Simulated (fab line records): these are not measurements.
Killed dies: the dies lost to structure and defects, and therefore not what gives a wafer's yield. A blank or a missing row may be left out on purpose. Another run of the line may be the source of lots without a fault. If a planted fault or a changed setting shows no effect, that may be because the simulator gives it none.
Chamber matching / flow gf180mcu / GF_V4_CVD_02 on pecvd-02: 3 sister chambers
The step deposits SiO2 from TEOS, target thk 850 nm, time 94.851 s. 6 wafers are shown with their chamber, then 7 later ones without.

WAFERS, EACH WITH ITS CHAMBER
wafer=L083.2; chamber=2; heater power w (W)=723
wafer=L083.6; chamber=1; heater power w (W)=663
wafer=L086.5; chamber=1; heater power w (W)=772
wafer=L089.5; chamber=2; heater power w (W)=714
wafer=L091.3; chamber=0; heater power w (W)=674
wafer=L091.4; chamber=0; heater power w (W)=736

WAFERS MISSING THEIR CHAMBER
wafer=L091.6; heater power w (W)=767
wafer=L093.1; heater power w (W)=596
wafer=L093.2; heater power w (W)=760
wafer=L093.3; heater power w (W)=637
wafer=L097.2; heater power w (W)=776
wafer=L097.3; heater power w (W)=596
wafer=L097.5; heater power w (W)=663

EACH ONE'S CHAMBER
wafer=L091.6; from the rows above=can't be placed: 2 or 1 or 0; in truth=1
wafer=L093.1; from the rows above=can't be placed: 0 or 1 or 2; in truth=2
wafer=L093.2; from the rows above=can't be placed: 2 or 1 or 0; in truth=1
wafer=L093.3; from the rows above=can't be placed: 0 or 1 or 2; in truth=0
wafer=L097.2; from the rows above=can't be placed: 2 or 1 or 0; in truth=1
wafer=L097.3; from the rows above=can't be placed: 0 or 1 or 2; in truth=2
wafer=L097.5; from the rows above=can't be placed: 0 or 1 or 2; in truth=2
Correct placement for 0 of the 7. Cannot be placed on the basis of these rows: 7; the candidates contain the true chamber in 7. Number placed wrongly: 0.
How it was worked out, from the rows above alone: a wafer's distance from a chamber is the root of the sum, over the readings, of the square of ((its reading less the chamber's mean) divided by the reading's scatter). The wafer belongs to the nearest chamber; if the next one is less than 2 further off, it can't be placed. A chamber's mean is the mean of its shown wafers. How the scatter is found: for the shown wafers, subtract from each reading the mean of its chamber, square and add these, divide the total by (wafers less chambers), then take the root.
